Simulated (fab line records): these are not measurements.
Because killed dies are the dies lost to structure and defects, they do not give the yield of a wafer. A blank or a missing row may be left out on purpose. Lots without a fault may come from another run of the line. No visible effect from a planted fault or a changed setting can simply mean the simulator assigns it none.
fab line records	flow sky130
record: lots: 5	wafers: 15	lastDay: 50
route steps=708 shown METAL5@671 PASSIVATION@681 PAD_OPEN@694
lots that met no fault: from a run of the same line without faults
startH: the number of hours between the record's first day and the start of the first shown wafer of the lot	waitH: how many hours have passed since the lot's step before this one	" unchanged from the row above	L1.1+2: one row covering several wafers at once	- either no value or no given start	* or withheld: withheld	< > ~ a bound
route shown NAME@n: NAME is a module with steps in the file, n the number in the route of the first one	usual: mean and standard deviation over wafers with no fault	same: alike in all rows	chamber/n: place in a boat	sites: readings site by site	_std_site: how widely they spread, as a standard deviation	_edge_site: mean of outer sites minus mean of inner sites	radiusMm: how far each site lies from the wafer's centre	mask NAME#n: copy n	behind: the most recent tool/chamber to have shaped the wafer	hold: the reason the lot was held/the length of the hold in hours/how it ended	device: which transistor (n, p or np) failed to switch	end of line: tests run on the same wafers once the route is complete	where a step has no rows: the recipe by itself	killed: not the wafer's yield, but the dies lost to structure and defects at the first sort	map: a wafer's dies, x killed, . not, _ none there
set.NAME: the run value of the setting; set.NAME@STEP: its run value at that earlier step	model.NAME: the simulator's own value behind a step, which no gauge read
certain route steps with their lots: each step a table, each wafer a row
services: the hour from which a tool's chamber was out of use, counted from the record's first day as startH (under 0 if before that day), plus the number of hours and why
== steps ==
step: SKY_METAL5_SOFTBAKE_10
recipe: tempC: 90	timeS: 60	resist: NOVOLAK
step: SKY_METAL5_EXPOSE_11
recipe: maskId: MM5	na: 0.6	sourceShape: conventional	sigmaOuter: 0.6	polarization: unpolarized	targetCdNm: 1600	doseMj: 190
step: SKY_METAL5_PEB_12
recipe: tempC: withheld	timeS: *	resist: NOVOLAK
step: SKY_METAL5_DEVELOP_13
recipe: resist: NOVOLAK	developer: TMAH	developTimeS: 60	devTempC: 23
step: SKY_METAL5_DESCUM_14
recipe: chemistry: O2	sourcePowerW: 150	biasPowerW: 0	pressureMtorr: 10	tempC: 40	timeS: 11
usual: drypumpMotorCurrentA: 5.6/0.46	oesProductAu: 0.998/0.0061
lot.wafer	tool	chamber	startH	waitH	drypumpMotorCurrentA	oesProductAu	rfHoursCounterH
L628.1	rieMetal-03	0	1024.66	0.1	6.0	1.000	11
L628.5	"	0	"	"	6.1	0.999	-
L628.6	"	1	"	"	5.2	1.003	-
L631.1	rieMetal-01	0	1062.62	0.1	6.3	0.998	14
L631.4	"	0	"	"	6.3	1.001	-
L631.5	"	1	"	"	5.2	1.003	-
L634.1	rieMetal-03	1	1085.30	0.1	5.2	1.001	13
L634.3	"	0	"	"	6.0	0.990	-
L634.4	"	1	"	"	5.2	0.996	-
L635.1	rieMetal-03	0	1095.45	0.1	6.0	0.992	16
L635.3	"	1	"	"	5.2	0.999	-
L635.4	"	0	"	"	6.0	0.998	-
L647.2	rieMetal-02	0	1156.92	0.1	5.7	1.001	27
L647.3	"	1	"	"	5.1	1.003	-
L647.5	"	0	"	"	5.8	0.997	-
step: SKY_METAL5_METAL_ETCH_15
recipe: targetDepthA: 12600	stopOn: SiO2	overEtchFrac: 0.2	timeS: 252	chemistry: Cl2/BCl3	resistSidewallDeg: 86	pressureMtorr: 10	icpW: 900	biasW: 48.5	Cl2_flow_sccm: 60	bcl3FlowSccm: 30
usual: drypumpMotorCurrentA: 5.6/0.46	oesProductAu: 0.894/0.0048	throttleValvePct: 22.264/0.0086
lot.wafer	tool	chamber	startH	waitH	drypumpMotorCurrentA	oesProductAu	rfHoursCounterH	throttleValvePct
L628.1	rieMetal-03	0	1024.70	0.0	6.0	0.891	11	22.264
L628.5	"	0	"	"	6.0	0.895	-	22.254
L628.6	"	1	"	"	5.1	0.893	-	22.269
L631.1	rieMetal-01	0	1062.66	0.0	6.3	0.899	14	22.275
L631.4	"	0	"	"	6.3	0.894	-	22.264
L631.5	"	1	"	"	5.2	0.889	-	22.262
L634.1	rieMetal-03	1	1085.34	0.0	5.2	0.895	13	22.270
L634.3	"	0	"	"	6.0	0.892	-	22.267
L634.4	"	1	"	"	5.2	0.890	-	22.271
L635.1	rieMetal-03	0	1095.49	0.0	6.0	0.897	16	22.270
L635.3	"	1	"	"	5.2	0.895	-	22.263
L635.4	"	0	"	"	6.0	0.898	-	22.262
L647.2	rieMetal-02	0	1156.96	0.0	5.7	0.896	27	22.260
L647.3	"	1	"	"	5.1	0.888	-	22.261
L647.5	"	0	"	"	5.7	0.897	-	22.265
step: SKY_METAL5_STRIP_16
recipe: chemistry: O2/N2	powerW: 1400	pressureMtorr: 1500	platenTempC: withheld	o2FlowSccm: 3000	n2FlowSccm: 300	overashFraction: 0.5
usual: drypumpMotorCurrentA: 5.9/0.52	oesProductAu: 0.710/0.0043	stripTimeToEndpointS: 13.12/0.088
same: overashFraction: 0.5
lot.wafer	tool	chamber	startH	waitH	drypumpMotorCurrentA	oesProductAu	rfHoursCounterH	stripTimeToEndpointS
L628.1	plasmaAsher-04	1	1024.93	0.2	5.1	0.712	58	12.95
L628.5	"	1	"	"	5.1	0.717	-	13.00
L628.6	"	0	"	"	6.3	0.716	-	13.00
L631.1	plasmaAsher-01	1	1062.89	0.2	5.9	0.702	32	13.06
L631.4	"	1	"	"	5.9	0.711	-	13.03
L631.5	"	0	"	"	5.4	0.709	-	13.02
L634.1	plasmaAsher-02	0	1085.57	0.2	6.4	0.710	2	13.21
L634.3	"	1	"	"	6.3	0.704	-	13.15
L634.4	"	0	"	"	6.4	0.715	-	13.32
L635.1	plasmaAsher-04	1	1095.72	0.2	5.0	0.710	65	13.12
L635.3	"	1	"	"	5.0	0.713	-	13.18
L635.4	"	0	"	"	6.3	0.703	-	13.07
L647.2	plasmaAsher-04	1	1157.19	0.2	5.1	0.704	72	13.07
L647.3	"	1	"	"	5.1	0.708	-	13.07
L647.5	"	0	"	"	6.3	0.710	-	13.04
step: SKY_METAL5_STRIP_17
recipe: chemistry: postEtchResidueRemover	timeS: 1200	tempC: 72.5
step: SKY_METAL5_CLEAN_18
recipe: chemistry: IPA	timeS: 180	tempC: 25
step: SKY_METAL5_CLEAN_19
recipe: chemistry: O3/DIW	dry: n2Spin
step: SKY_PASSIVATION_CVD_00
recipe: material: SiO2	targetThkNm: 90	tempC: 400	timeS: withheld	rfW: 600
step: SKY_PASSIVATION_THK_MEAS_01
recipe: reads: SiO2_of_PASSIVATION_CVD_00
usual: PASSIVATION_CVD_00_THK: 90.2/1.2
lot.wafer	tool	chamber	startH	waitH	PASSIVATION_CVD_00_THK[nm]
L628.1	filmMetro-02	-	1025.59	-	91.0
L628.5	"	-	"	"	92.1
L628.6	"	-	"	"	91.3
L631.1	filmMetro-03	-	1063.52	-	88.4
L631.4	"	-	"	"	88.9
L631.5	"	-	"	"	89.4
L634.1	filmMetro-04	-	1086.19	-	89.3
L634.3	"	-	"	"	90.0
L634.4	"	-	"	"	91.0
L635.1	filmMetro-04	-	1096.34	-	89.5
L635.3	"	-	"	"	89.8
L635.4	"	-	"	"	90.6
L647.2	filmMetro-04	-	1157.81	-	89.4
L647.3	"	-	"	"	89.4
L647.5	"	-	"	"	91.6
step: SKY_PASSIVATION_CVD_02
recipe: material: Si3N4	targetThkNm: 540	tempC: 400	timeS: withheld	rfW: 450
usual: heaterPowerOuterW: 426/75	heaterPowerW: 724/98	susceptorTempC: 400.02/0.23
lot.wafer	tool	chamber	startH	waitH	heaterPowerOuterW	heaterPowerW	susceptorTempC	model.Si3N4_of_PASSIVATION_CVD_02.thkNm
L628.1	pecvd-04	1	1025.65	0.1	535	857	400.18	534
L628.5	"	2	"	"	362	679	399.77	541.5
L628.6	"	1	"	"	415	690	400.23	538.3
L631.1	pecvd-03	2	1063.58	0.1	485	796	400.27	540.5
L631.4	"	1	"	"	398	656	400.25	551.4
L631.5	"	2	"	"	519	827	400.04	551.2
L634.1	pecvd-04	2	1086.25	0.1	353	659	399.72	545
L634.3	"	1	"	"	460	757	399.77	542.7
L634.4	"	2	"	"	370	673	400.07	557.3
L635.1	pecvd-03	1	1096.40	0.1	427	689	-	456.9
L635.3	"	2	"	"	469	762	399.99	541
L635.4	"	0	"	"	446	775	399.97	543.1
L647.2	pecvd-02	2	1157.86	0.0	375	644	400.30	531.6
L647.3	"	0	"	"	398	653	400.10	525.2
L647.5	"	2	"	"	399	697	400.19	547.7
step: SKY_PASSIVATION_THK_MEAS_03
recipe: reads: Si3N4_of_PASSIVATION_CVD_02
usual: PASSIVATION_CVD_02_THK: 540/6.6
lot.wafer	tool	chamber	startH	waitH	hold	PASSIVATION_CVD_02_THK[nm]
L628.1	filmMetro-02	-	1025.88	-	-	534
L628.5	"	-	"	"	-	542
L628.6	"	-	"	"	-	538
L631.1	filmMetro-03	-	1063.80	-	-	540
L631.4	"	-	"	"	-	551
L631.5	"	-	"	"	-	551
L634.1	filmMetro-02	-	1086.47	-	-	545
L634.3	"	-	"	"	-	543
L634.4	"	-	"	"	-	557
L635.1	filmMetro-03	-	1096.62	-	awaitDispo/0.2h/release	457
L635.3	"	-	"	"	awaitDispo/0.2h/release	541
L635.4	"	-	"	"	awaitDispo/0.2h/release	543
L635.1	filmMetro-03	-	1096.85	0.2	-	457
L635.3	"	-	"	"	-	540
L635.4	"	-	"	"	-	543
L647.2	filmMetro-02	-	1158.10	-	-	532
L647.3	"	-	"	"	-	525
L647.5	"	-	"	"	-	547
step: SKY_PASSIVATION_HMDS_05
recipe: primeTimeS: 60	primeTempC: 120
step: SKY_PASSIVATION_COAT_06
recipe: spinRpm: 2000	resistThkNm: 3000
step: SKY_PASSIVATION_SOFTBAKE_07
recipe: tempC: 110	timeS: withheld
step: SKY_PASSIVATION_EXPOSE_08
recipe: maskId: NSM	targetCdNm: 3000	na: 0.57	doseMj: 260
step: SKY_PASSIVATION_PEB_09
recipe: tempC: 115	timeS: withheld
step: SKY_PASSIVATION_DEVELOP_10
recipe: developTimeS: 60	devTempC: 23
step: SKY_PASSIVATION_ETCH_11
recipe: chemistry: CF4/O2	targetDepthNm: 725	stopOn: AlCu	sourceW: 800	biasW: 150	pressureMtorr: 150	cf4FlowSccm: 80	O2_flow_sccm: 10	timeS: 161.1
usual: drypumpMotorCurrentA: 5.8/0.4	oesProductAu: 0.978/0.0066	throttleValvePct: 5.966/0.011
lot.wafer	tool	chamber	startH	waitH	drypumpMotorCurrentA	oesProductAu	rfHoursCounterH	throttleValvePct	model.PASSIVATION.featureDepthNm	model.etch.depthNm
L628.1	rieDiel-02	0	1047.97	-	5.1	0.977	16	5.970	699.3	699.3
L628.5	"	0	"	"	5.1	0.981	-	5.973	708.2	708.2
L628.6	"	3	"	"	5.9	0.985	-	5.959	704	704
L631.1	rieDiel-02	1	1083.97	-	6.2	0.979	23	5.954	702.9	702.9
L631.4	"	1	"	"	6.3	0.987	-	5.972	714.1	714.1
L631.5	"	2	"	"	5.6	0.983	-	5.963	714.8	714.8
L634.1	rieDiel-04	3	1107.15	-	6.4	0.984	19	5.974	708.5	708.5
L634.3	"	2	"	"	5.8	0.980	24	5.947	706.9	706.9
L634.4	"	1	"	"	5.5	0.994	20	5.972	722.8	722.8
L635.1	rieDiel-04	0	1115.70	-	6.0	0.909	16	5.948	620.9	620.9
L635.3	"	1	"	"	5.5	0.978	20	5.970	704.4	704.4
L635.4	"	3	"	"	6.5	0.989	19	5.984	708	708
L647.2	rieDiel-03	2	1176.05	-	5.9	0.977	21	5.957	695.9	695.9
L647.3	"	1	"	"	6.0	0.973	14	5.971	689.2	689.2
L647.5	"	2	"	"	5.9	0.984	-	5.964	714.2	714.2
step: SKY_PASSIVATION_STRIP_12
recipe: chemistry: O2/N2	powerW: 1400	pressureMtorr: 1500	platenTempC: withheld	overashFraction: 0.7	o2FlowSccm: 3000	n2FlowSccm: 300
usual: drypumpMotorCurrentA: 5.6/0.41	oesProductAu: 0.660/0.005	stripTimeToEndpointS: 31.52/0.11
same: overashFraction: 0.7
lot.wafer	tool	chamber	startH	waitH	drypumpMotorCurrentA	oesProductAu	rfHoursCounterH	stripTimeToEndpointS
L628.1	plasmaAsher-03	0	1048.08	0.1	5.8	0.654	89	31.34
L628.5	"	1	"	"	5.3	0.664	-	31.52
L628.6	"	0	"	"	5.7	0.658	-	31.40
L631.1	plasmaAsher-03	0	1084.08	0.1	5.7	0.670	93	31.86
L631.4	"	0	"	"	5.7	0.662	-	31.71
L631.5	"	0	"	"	5.7	0.659	-	31.82
L634.1	plasmaAsher-03	1	1107.26	0.1	5.3	0.659	95	31.50
L634.3	"	1	"	"	5.3	0.668	-	31.55
L634.4	"	0	"	"	5.8	0.665	-	31.61
L635.1	plasmaAsher-04	0	1115.81	0.1	6.3	0.657	68	31.47
L635.3	"	0	"	"	6.3	0.668	-	31.48
L635.4	"	1	"	"	5.1	0.651	-	31.36
L647.2	plasmaAsher-03	1	1176.16	0.1	5.3	0.665	102	31.53
L647.3	"	1	"	"	5.3	0.660	-	31.65
L647.5	"	0	"	"	5.7	0.664	-	31.48
step: SKY_PAD_OPEN_DEHYDRATE_00
recipe: tempC: 200	timeS: 60
step: SKY_PAD_OPEN_HMDS_01
recipe: primeTimeS: 60	primeTempC: 120
step: SKY_PAD_OPEN_COAT_02
recipe: spinRpm: 2000	resistThkNm: 3000
step: SKY_PAD_OPEN_SOFTBAKE_03
recipe: tempC: 110	timeS: withheld
step: SKY_PAD_OPEN_EXPOSE_04
recipe: maskId: PDM	targetCdNm: 60000	na: 0.57	doseMj: 260
step: SKY_PAD_OPEN_PEB_05
recipe: tempC: 115	timeS: withheld
step: SKY_PAD_OPEN_DEVELOP_06
recipe: developTimeS: 60	devTempC: 23
step: SKY_PAD_OPEN_ETCH_07
recipe: chemistry: CF4/O2	targetDepthNm: 725	stopOn: AlCu	sourceW: 800	biasW: 150	pressureMtorr: 150	cf4FlowSccm: 80	O2_flow_sccm: 10	timeS: 161.1
usual: drypumpMotorCurrentA: 5.9/0.46	oesProductAu: 0.980/0.0076	throttleValvePct: 5.965/0.0096
lot.wafer	tool	chamber	startH	waitH	drypumpMotorCurrentA	oesProductAu	rfHoursCounterH	throttleValvePct	model.etch.depthNm	model.PAD_OPEN.featureDepthNm
L628.1	rieDiel-04	1	1069.46	-	5.5	0.974	19	5.966	699.3	699.3
L628.5	"	1	"	"	5.5	0.982	-	5.981	708.2	708.2
L628.6	"	2	"	"	5.8	0.978	-	5.956	704	704
L631.1	rieDiel-01	3	1104.81	-	6.4	0.985	18	5.974	702.9	702.9
L631.4	"	3	"	"	6.4	0.990	-	5.966	714.1	714.1
L631.5	"	0	"	"	5.4	0.989	-	5.968	714.8	714.8
L634.1	rieDiel-01	1	1126.47	-	4.9	0.982	26	5.955	708.5	708.5
L634.3	"	3	"	"	6.5	0.983	19	5.964	706.9	706.9
L634.4	"	0	"	"	5.4	0.998	10	5.968	722.8	722.8
L635.1	rieDiel-02	0	1134.52	-	5.1	0.916	19	5.937	620.9	620.9
L635.3	"	2	"	"	5.6	0.979	6	5.962	704.4	704.4
L635.4	"	1	"	"	6.3	0.975	24	5.969	708	708
L647.2	rieDiel-04	1	1192.12	-	5.5	0.973	24	5.960	695.9	695.9
L647.3	"	2	"	"	5.8	0.972	28	5.972	689.2	689.2
L647.5	"	2	"	"	5.8	0.987	-	5.956	714.2	714.2
step: SKY_PAD_OPEN_STRIP_08
recipe: chemistry: O2/N2	powerW: 1400	pressureMtorr: 1500	platenTempC: withheld	overashFraction: 0.7	o2FlowSccm: 3000	n2FlowSccm: 300
usual: drypumpMotorCurrentA: 5.9/0.5	oesProductAu: 0.663/0.0048
same: overashFraction: 0.7
lot.wafer	tool	chamber	startH	waitH	drypumpMotorCurrentA	oesProductAu	rfHoursCounterH
L628.1	plasmaAsher-02	1	1069.56	0.1	6.3	0.662	1
L628.5	"	1	"	"	6.3	0.656	-
L628.6	"	0	"	"	6.4	0.653	-
L631.1	plasmaAsher-03	1	1104.91	0.1	5.3	0.664	95
L631.4	"	1	"	"	5.3	0.668	-
L631.5	"	1	"	"	5.3	0.669	-
L634.1	plasmaAsher-04	1	1126.58	0.1	5.1	0.662	69
L634.3	"	0	"	"	6.3	0.665	-
L634.4	"	1	"	"	5.1	0.668	-
L635.1	plasmaAsher-02	0	1134.63	0.1	6.4	0.655	7
L635.3	"	0	"	"	6.4	0.668	-
L635.4	"	1	"	"	6.3	0.655	-
L647.2	plasmaAsher-03	0	1192.22	0.1	5.8	0.667	104
L647.3	"	0	"	"	5.8	0.668	-
L647.5	"	0	"	"	5.8	0.655	-
step: SKY_PAD_OPEN_STRIP_09
recipe: chemistry: postEtchResidueRemover	timeS: 1200	tempC: 72.5
lot.wafer	tool	chamber	startH	waitH	model.Si3N4_of_PASSIVATION_CVD_02.thkNm
L628.1	wetBench-04	2	1069.66	0.1	533.6
L628.5	"	2	"	"	541.1
L628.6	"	2	"	"	537.9
L631.1	wetBench-01	1	1105.01	0.1	540.2
L631.4	"	1	"	"	551
L631.5	"	1	"	"	550.8
L634.1	wetBench-04	2	1126.68	0.1	544.6
L634.3	"	2	"	"	542.3
L634.4	"	2	"	"	556.9
L635.1	wetBench-04	0	1134.73	0.1	456.5
L635.3	"	0	"	"	540.6
L635.4	"	0	"	"	542.7
L647.2	wetBench-04	2	1192.49	0.2	531.2
L647.3	"	2	"	"	524.8
L647.5	"	2	"	"	547.4
step: SKY_PAD_OPEN_CLEAN_10
recipe: chemistry: IPA	timeS: 180	tempC: 25
step: SKY_PAD_OPEN_PROBE_99
usual: defectLimitedYield: 82.5/1.8	killed_at_M0_to_M3: 43/6.6	killed_at_M4_up: 3.2/1.8	killedAtContacts: 24/5	killedAtFrontEnd: 15/4.5	killedAtOther: 0.2/0.46	killedDies: 86/8.8	killedOpen: 48/6.6	killedShort: 38/6.1	sort_bin_3_pad_short: 0.8/0.42	sort_bin_5_function: 10.4/1.4	sort_bin_6_memory: 6.3/1	sortNPass: 406/8.8	sortYieldPct: 82.5/1.8
same: grossDies: 492	killedAtBackSide: 0	sort_bin_4_leakage[%]: 0	sort_bin_8_speed[%]: 0
lot.wafer	tool	chamber	startH	waitH	defectLimitedYield[%]	killed_at_M0_to_M3	killed_at_M4_up	killedAtContacts	killedAtFrontEnd	killedAtOther	killedDies	killedOpen	killedShort	sort_bin_3_pad_short[%]	sort_bin_5_function[%]	sort_bin_6_memory[%]	sortNPass	sortYieldPct[%]
L631.1	prober-02	-	1107.70	0.1	82.1	56	2	21	9	0	88	49	39	1.4	10.0	6.5	404	82.1
L631.4	prober-02	-	1107.85	0.2	84.1	38	2	22	16	0	78	49	29	0.4	9.8	5.7	414	84.1
L631.5	prober-02	-	1107.90	0.2	83.1	42	6	13	22	0	83	44	39	0.8	10.6	5.5	409	83.1
killed by level:class
L631.1 VIA1:geometricParticle:open=18 VIA3:geometricParticle:open=8 VIA1:geometricParticle:short=8 CONTACT:geometricParticle:open=7 POLY_GATE:geometricParticle:short=5 CONTACT:geometricParticle:short=5 LI_CONTACT:geometricParticle:open=4 METAL2:geometricParticle:short=4
L631.4 VIA1:geometricParticle:open=11 CONTACT:geometricParticle:open=9 FIELD_ISO:geometricParticle:open=5 POLY_GATE:geometricParticle:open=5 METAL1:geometricParticle:short=5 VIA2:geometricParticle:open=5 LI_CONTACT:geometricParticle:short=4 VIA3:geometricParticle:open=4
L631.5 VIA1:geometricParticle:open=7 FIELD_ISO:geometricParticle:open=6 CONTACT:geometricParticle:open=6 METAL1:geometricParticle:short=6 VIA1:geometricParticle:short=6 FIELD_ISO:geometricParticle:short=5 VIA2:geometricParticle:short=5 VIA2:geometricParticle:open=5
== services ==
tool	chamber	startH	hours	kind
pecvd-04	-	1010.45	5.5	pm
plasmaAsher-03	-	1011.45	2.4	repair
rieDiel-02	-	1016.33	2.8	pm
plasmaAsher-01	-	1022.95	4.7	repair
plasmaAsher-03	-	1023.21	4.3	pm
rieDiel-01	3	1032.83	9.1	repair
rieDiel-01	-	1034.31	6.4	repair
rieMetal-03	-	1042.06	2.8	pm
rieMetal-02	1	1042.39	22.7	repair
rieMetal-02	-	1043.35	14.6	pm
pecvd-03	-	1051.53	2.8	pm
plasmaAsher-02	-	1055.25	9.0	pm
pecvd-04	2	1062.23	22.9	repair
rieMetal-02	-	1071.00	2.8	pm
rieDiel-02	3	1081.34	4.4	repair
rieDiel-01	1	1103.15	3.1	repair
rieDiel-01	3	1107.78	11.9	repair
rieDiel-02	1	1120.97	3.7	repair
rieMetal-01	-	1127.19	1.4	pm
rieDiel-04	3	1127.34	6.8	repair
rieDiel-04	-	1128.62	0.2	repair
rieDiel-02	-	1167.17	22.0	repair
pecvd-03	2	1186.14	6.4	repair
rieDiel-02	-	1186.60	1.0	repair
== key ==
firstSign: step: SKY_PASSIVATION_THK_MEAS_03	reading: visit	direction: added
effect: step: SKY_PASSIVATION_THK_MEAS_03	reading: PASSIVATION_CVD_02_THK	direction: down	sigmas: 13	usual: 540	struck: 457
effect: step: SKY_PASSIVATION_ETCH_11	reading: oesProductAu	direction: down	sigmas: 11	usual: 0.978	struck: 0.909
effect: step: SKY_PAD_OPEN_ETCH_07	reading: oesProductAu	direction: down	sigmas: 8.4	usual: 0.980	struck: 0.916
modelEffect: step: SKY_PASSIVATION_CVD_02	value: Si3N4_of_PASSIVATION_CVD_02.thkNm	without: 529.7	struck: 456.9
modelEffect: step: SKY_PASSIVATION_ETCH_11	value: PASSIVATION.featureDepthNm	without: 693.8	struck: 620.9
modelEffect: step: SKY_PAD_OPEN_ETCH_07	value: etch.depthNm	without: 693.8	struck: 620.9
modelEffect: step: SKY_PAD_OPEN_STRIP_09	value: Si3N4_of_PASSIVATION_CVD_02.thkNm	without: 529.3	struck: 456.5
metAt SKY_PASSIVATION_CVD_02
struckWafers L635.1
onsetBetween 1063.58 1096.40
fault: kind: processParameterDrift	tool: pecvd-03	chamber: -	onsetH: 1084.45	steps: SKY_PASSIVATION_CVD_02	channel: timeS	offset: withheld	shape: step	endH: 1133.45	scope: struckWafersOnly	actsIn: *
